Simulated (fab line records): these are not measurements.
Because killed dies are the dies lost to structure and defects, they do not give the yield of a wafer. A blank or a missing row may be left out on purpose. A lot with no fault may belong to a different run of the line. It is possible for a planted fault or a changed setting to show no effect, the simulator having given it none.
Chamber matching || flow sky130 || 3 sister chambers for SKY_VIA1_HDPCVD_00 on hdpcvd-01
The step deposits SiO2, target thk 1030 nm, time 171.7 s. 6 wafers are shown with their chamber, then 8 later ones without.

## WAFERS, EACH WITH ITS CHAMBER
{"wafer": "L692.4", "chamber": 1, "pressureMtorr (mTorr)": 6.006}
{"wafer": "L694.1", "chamber": 1, "pressureMtorr (mTorr)": 5.993}
{"wafer": "L694.5", "chamber": 0, "pressureMtorr (mTorr)": 5.999}
{"wafer": "L695.1", "chamber": 2, "pressureMtorr (mTorr)": 5.986}
{"wafer": "L695.5", "chamber": 0, "pressureMtorr (mTorr)": 6.014}
{"wafer": "L695.6", "chamber": 2, "pressureMtorr (mTorr)": 5.981}

## WAFERS WITHOUT THEIR CHAMBER
{"wafer": "L696.1", "pressureMtorr (mTorr)": 5.980}
{"wafer": "L696.5", "pressureMtorr (mTorr)": 5.986}
{"wafer": "L704.2", "pressureMtorr (mTorr)": 6.015}
{"wafer": "L704.4", "pressureMtorr (mTorr)": 6.011}
{"wafer": "L704.6", "pressureMtorr (mTorr)": 5.994}
{"wafer": "L706.1", "pressureMtorr (mTorr)": 6.014}
{"wafer": "L706.4", "pressureMtorr (mTorr)": 5.983}
{"wafer": "L706.5", "pressureMtorr (mTorr)": 6.014}

## WHICH CHAMBER EACH ONE RAN IN
{"wafer": "L696.1", "from the rows above": "can't be placed: 2 or 1", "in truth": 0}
{"wafer": "L696.5", "from the rows above": "can't be placed: 2 or 1", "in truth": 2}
{"wafer": "L704.2", "from the rows above": "can't be placed: 0 or 1", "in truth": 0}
{"wafer": "L704.4", "from the rows above": "can't be placed: 0 or 1", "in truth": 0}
{"wafer": "L704.6", "from the rows above": "can't be placed: 1 or 2 or 0", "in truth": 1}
{"wafer": "L706.1", "from the rows above": "can't be placed: 0 or 1", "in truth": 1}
{"wafer": "L706.4", "from the rows above": "can't be placed: 2 or 1", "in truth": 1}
{"wafer": "L706.5", "from the rows above": "can't be placed: 0 or 1", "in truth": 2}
Correct placement for 0 of the 8. Can't be placed from these rows: 8 (the true chamber is among the candidates in 6). Wrongly placed: 0.
How it was worked out, from the rows above alone: a wafer's distance from a chamber is the root of the sum, over the readings, of the square of ((its reading less the chamber's mean) divided by the reading's scatter). The wafer belongs to the nearest chamber; if the next one is less than 2 further off, it can't be placed. The mean given for a chamber averages the wafers shown for that chamber. The scatter: the root of (the sum of the squares of (reading less its chamber's mean) over the shown wafers, divided by (wafers less chambers)).
